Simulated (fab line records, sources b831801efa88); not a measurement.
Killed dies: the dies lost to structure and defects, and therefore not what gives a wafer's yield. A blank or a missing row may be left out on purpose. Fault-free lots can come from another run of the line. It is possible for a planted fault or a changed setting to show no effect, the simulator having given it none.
Tool commonality check || flow gf180mcu || 13 lots and 39 wafers in the sample

== WHY THIS WAS OPENED ==
On 1 of the 13 lots, a flag is raised at GF_TOP_METAL_CD_MEAS_14 on the reading cdNm. Fault-free wafers read 440.2 nm, with a standard deviation of 2.2.
Rule: a lot is flagged in two cases, either no wafer of it has a number, or all its wafers with numbers fall more than 4 standard deviations from that mean. As for the other lots, they are considered sound.

{"lot": "L502", "measured": "day 28 02:11", "on": "cdSem-01", "cdNm (nm), wafer by wafer": "441.3 442.0 442.0", "flag": ""}
{"lot": "L503", "measured": "day 28 08:45", "on": "cdSem-02", "cdNm (nm), wafer by wafer": "443.6 443.1 443.7", "flag": ""}
{"lot": "L505", "measured": "day 29 06:33", "on": "cdSem-01", "cdNm (nm), wafer by wafer": "441.6 439.4 441.1", "flag": ""}
{"lot": "L506", "measured": "day 29 07:11", "on": "cdSem-02", "cdNm (nm), wafer by wafer": "440.6 443.7 440.9", "flag": ""}
{"lot": "L508", "measured": "day 30 02:29", "on": "cdSem-02", "cdNm (nm), wafer by wafer": "440.6 440.7 441.2", "flag": ""}
{"lot": "L511", "measured": "day 31 02:09", "on": "cdSem-02", "cdNm (nm), wafer by wafer": "368.7 424.3 387.1", "flag": "FLAGGED"}
{"lot": "L518", "measured": "day 32 12:34", "on": "cdSem-02", "cdNm (nm), wafer by wafer": "436.0 438.4 437.7", "flag": ""}
{"lot": "L520", "measured": "day 32 23:29", "on": "cdSem-01", "cdNm (nm), wafer by wafer": "440.9 441.1 442.5", "flag": ""}
{"lot": "L521", "measured": "day 33 05:37", "on": "cdSem-01", "cdNm (nm), wafer by wafer": "437.2 438.2 440.0", "flag": ""}
{"lot": "L522", "measured": "day 33 08:46", "on": "cdSem-02", "cdNm (nm), wafer by wafer": "441.8 441.7 441.2", "flag": ""}
{"lot": "L523", "measured": "day 33 15:42", "on": "cdSem-01", "cdNm (nm), wafer by wafer": "440.6 438.6 440.5", "flag": ""}
{"lot": "L524", "measured": "day 33 20:28", "on": "cdSem-02", "cdNm (nm), wafer by wafer": "440.0 438.1 438.9", "flag": ""}
{"lot": "L525", "measured": "day 33 23:23", "on": "cdSem-01", "cdNm (nm), wafer by wafer": "436.7 436.7 436.9", "flag": ""}
Average over the flagged lots: 393.4 nm; offset from the usual -46.8 nm, equal to -21 standard deviations.

== WHICH TOOL EACH LOT WENT THROUGH ==
2 process steps preceding the reading are held in the record, out of 602 steps in the route. Every cell lists first the tool, next ch and the chambers used by the sampled wafers, and last the start.
{"lot": "L502", "flag": "", "GF_MIM_STRIP_20": "plasmaAsher-01 ch 0,1, day 25 07:42", "GF_TOP_METAL_EXPOSE_11": "ilineStepper-02 ch 0, day 27 16:33"}
{"lot": "L503", "flag": "", "GF_MIM_STRIP_20": "plasmaAsher-01 ch 1, day 25 16:32", "GF_TOP_METAL_EXPOSE_11": "ilineStepper-02 ch 0, day 27 23:00"}
{"lot": "L505", "flag": "", "GF_MIM_STRIP_20": "plasmaAsher-03 ch 0,1, day 26 09:24", "GF_TOP_METAL_EXPOSE_11": "ilineStepper-02 ch 0, day 28 20:53"}
{"lot": "L506", "flag": "", "GF_MIM_STRIP_20": "plasmaAsher-01 ch 0,1, day 26 15:51", "GF_TOP_METAL_EXPOSE_11": "ilineStepper-02 ch 0, day 28 21:50"}
{"lot": "L508", "flag": "", "GF_MIM_STRIP_20": "plasmaAsher-03 ch 0,1, day 27 13:32", "GF_TOP_METAL_EXPOSE_11": "ilineStepper-01 ch 0, day 29 17:07"}
{"lot": "L511", "flag": "FLAGGED", "GF_MIM_STRIP_20": "plasmaAsher-03 ch 0,1, day 28 14:23", "GF_TOP_METAL_EXPOSE_11": "ilineStepper-02 ch 0, day 30 17:12"}
{"lot": "L518", "flag": "", "GF_MIM_STRIP_20": "plasmaAsher-02 ch 0,1, day 30 05:41", "GF_TOP_METAL_EXPOSE_11": "ilineStepper-01 ch 0, day 32 04:53"}
{"lot": "L520", "flag": "", "GF_MIM_STRIP_20": "plasmaAsher-01 ch 0,1, day 30 17:20", "GF_TOP_METAL_EXPOSE_11": "ilineStepper-01 ch 0, day 32 16:02"}
{"lot": "L521", "flag": "", "GF_MIM_STRIP_20": "plasmaAsher-02 ch 0,1, day 30 23:41", "GF_TOP_METAL_EXPOSE_11": "ilineStepper-02 ch 0, day 32 21:29"}
{"lot": "L522", "flag": "", "GF_MIM_STRIP_20": "plasmaAsher-03 ch 0, day 31 04:32", "GF_TOP_METAL_EXPOSE_11": "ilineStepper-02 ch 0, day 33 01:48"}
{"lot": "L523", "flag": "", "GF_MIM_STRIP_20": "plasmaAsher-02 ch 0,1, day 31 10:38", "GF_TOP_METAL_EXPOSE_11": "ilineStepper-02 ch 0, day 33 08:18"}
{"lot": "L524", "flag": "", "GF_MIM_STRIP_20": "plasmaAsher-03 ch 0,1, day 31 16:56", "GF_TOP_METAL_EXPOSE_11": "ilineStepper-02 ch 0, day 33 12:46"}
{"lot": "L525", "flag": "", "GF_MIM_STRIP_20": "plasmaAsher-02 ch 0,1, day 31 19:05", "GF_TOP_METAL_EXPOSE_11": "ilineStepper-02 ch 0, day 33 15:41"}
What is done by these steps:
- GF_MIM_STRIP_20: strips in O2/N2.
- GF_TOP_METAL_EXPOSE_11: exposes mask MetalTop, target cd 440 nm.
- GF_TOP_METAL_CD_MEAS_14: target cd 440 nm.

== FLAGGED OVER TOTAL, TOOL BY TOOL (the gauges that took the reading come last) ==
{"step": "GF_MIM_STRIP_20", "tool": "plasmaAsher-01", "lots run": 4, "flagged": 0, "share of the flagged lots": "none", "sound lots run after its first flagged lot": "-"}
{"step": "GF_MIM_STRIP_20", "tool": "plasmaAsher-02", "lots run": 4, "flagged": 0, "share of the flagged lots": "none", "sound lots run after its first flagged lot": "-"}
{"step": "GF_MIM_STRIP_20", "tool": "plasmaAsher-03", "lots run": 5, "flagged": 1, "share of the flagged lots": "all", "sound lots run after its first flagged lot": "2 (L522,L524)"}
{"step": "GF_TOP_METAL_EXPOSE_11", "tool": "ilineStepper-01", "lots run": 3, "flagged": 0, "share of the flagged lots": "none", "sound lots run after its first flagged lot": "-"}
{"step": "GF_TOP_METAL_EXPOSE_11", "tool": "ilineStepper-02", "lots run": 10, "flagged": 1, "share of the flagged lots": "all", "sound lots run after its first flagged lot": "5 (L521,L522,L523,L524,L525)"}
{"step": "GF_TOP_METAL_CD_MEAS_14", "tool": "cdSem-01", "lots run": 6, "flagged": 0, "share of the flagged lots": "none", "sound lots run after its first flagged lot": "-"}
{"step": "GF_TOP_METAL_CD_MEAS_14", "tool": "cdSem-02", "lots run": 7, "flagged": 1, "share of the flagged lots": "all", "sound lots run after its first flagged lot": "3 (L518,L522,L524)"}

== WHAT THE TABLE ALLOWS ==
3 rows of the table ran every flagged lot: plasmaAsher-03 at GF_MIM_STRIP_20, ilineStepper-02 at GF_TOP_METAL_EXPOSE_11, cdSem-02 at GF_TOP_METAL_CD_MEAS_14.
- plasmaAsher-03 at GF_MIM_STRIP_20 ran 5 lots, 1 of them flagged. After the first flagged lot (L522, L524), sound lots still ran on it; a lasting fault on the whole tool would not permit that.
- ilineStepper-02 at GF_TOP_METAL_EXPOSE_11 ran 10 lots, 1 of them flagged. After the first flagged lot (L521, L522, L523, L524, L525), sound lots still ran on it; a lasting fault on the whole tool would not permit that. Its own readings lie more than 4 standard deviations out on every wafer of the flagged lots: exposureDoseMJCm2.
- cdSem-02 at GF_TOP_METAL_CD_MEAS_14 ran 7 lots, 1 of them flagged. After the first flagged lot (L518, L522, L524), sound lots still ran on it; a lasting fault on the whole tool would not permit that.
There is no row in the table that ran each flagged lot and no sound lot after the first.

== WHAT THE SIMULATOR PUT IN ==
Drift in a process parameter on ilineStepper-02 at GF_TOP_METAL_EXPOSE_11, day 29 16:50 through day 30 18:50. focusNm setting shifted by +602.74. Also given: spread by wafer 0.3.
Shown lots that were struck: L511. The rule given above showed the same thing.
